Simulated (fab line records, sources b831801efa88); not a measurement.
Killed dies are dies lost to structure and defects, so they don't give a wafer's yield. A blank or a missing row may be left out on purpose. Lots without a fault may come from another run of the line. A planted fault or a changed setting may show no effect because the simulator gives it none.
Tool commonality check | flow gf180mcu | 12 lots, 36 wafers sampled

WHY IT WAS OPENED
At GF_MVPSD_TW_MEAS_11 the reading MVPSD_TW is flagged on 2 of 12 lots. Wafers without a fault read 551, standard deviation 5.2.
Rule: a lot is flagged when every wafer of it that has a number lies more than 4 standard deviations from that mean, or none has a number. The other lots count as sound.

lot  | measured     | on            | MVPSD_TW, wafer by wafer | flag
L123 | day 5 04:58  | film_metro-01 | 560 557 560              |
L124 | day 5 09:52  | film_metro-02 | 549 549 551              |
L125 | day 5 14:13  | film_metro-02 | 548 548 549              |
L130 | day 6 17:24  | film_metro-03 | 581 582 583              | FLAGGED
L131 | day 6 21:55  | film_metro-03 | 586 583 585              | FLAGGED
L135 | day 7 22:12  | film_metro-01 | 556 554 555              |
L136 | day 8 02:13  | film_metro-01 | 558 557 556              |
L138 | day 8 23:51  | film_metro-03 | 544 542 545              |
L140 | day 9 15:52  | film_metro-02 | 551 553 553              |
L141 | day 9 16:26  | film_metro-02 | 552 555 550              |
L142 | day 10 04:46 | film_metro-02 | 552 553 552              |
L146 | day 10 23:47 | film_metro-03 | 546 551 547              |
The numbers of the flagged lots are 583 on average: +32 against the usual, or +6 standard deviations.

WHICH TOOL RAN EACH LOT
The record holds 2 process steps before the reading, out of a route of 602 steps. In each cell: the tool, then ch and the chambers that the sampled wafers went through, then the start.
lot  | flag    | GF_MVPSD_IMPLANT_08             | GF_MVPSD_STRIP_10
L123 |         | implanter-01 ch 0, day 5 04:35  | plasma_asher-03 ch 1, day 5 04:52
L124 |         | implanter-01 ch 0, day 5 09:28  | plasma_asher-01 ch 0,1, day 5 09:46
L125 |         | implanter-01 ch 0, day 5 13:49  | plasma_asher-01 ch 0,1, day 5 14:07
L130 | FLAGGED | implanter-01 ch 0, day 6 17:00  | plasma_asher-01 ch 0,1, day 6 17:18
L131 | FLAGGED | implanter-01 ch 0, day 6 21:32  | plasma_asher-01 ch 0,1, day 6 21:49
L135 |         | implanter-04 ch 0, day 7 21:48  | plasma_asher-03 ch 0,1, day 7 22:06
L136 |         | implanter-02 ch 0, day 8 01:49  | plasma_asher-02 ch 0,1, day 8 02:07
L138 |         | implanter-02 ch 0, day 8 23:27  | plasma_asher-02 ch 0,1, day 8 23:45
L140 |         | implanter-01 ch 0, day 9 15:28  | plasma_asher-01 ch 0, day 9 15:46
L141 |         | implanter-02 ch 0, day 9 16:05  | plasma_asher-03 ch 0,1, day 9 16:20
L142 |         | implanter-04 ch 0, day 10 04:22 | plasma_asher-03 ch 0,1, day 10 04:40
L146 |         | implanter-04 ch 0, day 10 23:24 | plasma_asher-01 ch 0,1, day 10 23:40
What these steps do:
- GF_MVPSD_IMPLANT_08
- GF_MVPSD_STRIP_10: strips in O2/N2.
- GF_MVPSD_TW_MEAS_11

FLAGGED OVER TOTAL, TOOL BY TOOL (the gauges that took the reading come last)
step                | tool            | lots run | flagged | share of the flagged lots | sound lots run after its first flagged lot
GF_MVPSD_IMPLANT_08 | implanter-01    | 6        | 2       | all                       | 1 (L140)
GF_MVPSD_IMPLANT_08 | implanter-02    | 3        | 0       | none                      | -
GF_MVPSD_IMPLANT_08 | implanter-04    | 3        | 0       | none                      | -
GF_MVPSD_STRIP_10   | plasma_asher-01 | 6        | 2       | all                       | 2 (L140,L146)
GF_MVPSD_STRIP_10   | plasma_asher-02 | 2        | 0       | none                      | -
GF_MVPSD_STRIP_10   | plasma_asher-03 | 4        | 0       | none                      | -
GF_MVPSD_TW_MEAS_11 | film_metro-01   | 3        | 0       | none                      | -
GF_MVPSD_TW_MEAS_11 | film_metro-02   | 5        | 0       | none                      | -
GF_MVPSD_TW_MEAS_11 | film_metro-03   | 4        | 2       | all                       | 2 (L138,L146)

WHAT THE TABLE ALLOWS
3 rows of the table ran every flagged lot: implanter-01 at GF_MVPSD_IMPLANT_08, plasma_asher-01 at GF_MVPSD_STRIP_10, film_metro-03 at GF_MVPSD_TW_MEAS_11.
- implanter-01 at GF_MVPSD_IMPLANT_08: 2 of its 6 lots flagged. Sound lots ran on it after the first flagged one (L140), which a lasting fault on the whole tool wouldn't allow. Its own readings lie more than 4 standard deviations out on every wafer of the flagged lots: dose_ions_cm2, faraday_current_uA.
- plasma_asher-01 at GF_MVPSD_STRIP_10: 2 of its 6 lots flagged. Sound lots ran on it after the first flagged one (L140, L146), which a lasting fault on the whole tool wouldn't allow.
- film_metro-03 at GF_MVPSD_TW_MEAS_11: 2 of its 4 lots flagged. Sound lots ran on it after the first flagged one (L138, L146), which a lasting fault on the whole tool wouldn't allow.
No row of the table ran every flagged lot and no sound lot after the first.

WHAT THE SIMULATOR HAD PUT IN
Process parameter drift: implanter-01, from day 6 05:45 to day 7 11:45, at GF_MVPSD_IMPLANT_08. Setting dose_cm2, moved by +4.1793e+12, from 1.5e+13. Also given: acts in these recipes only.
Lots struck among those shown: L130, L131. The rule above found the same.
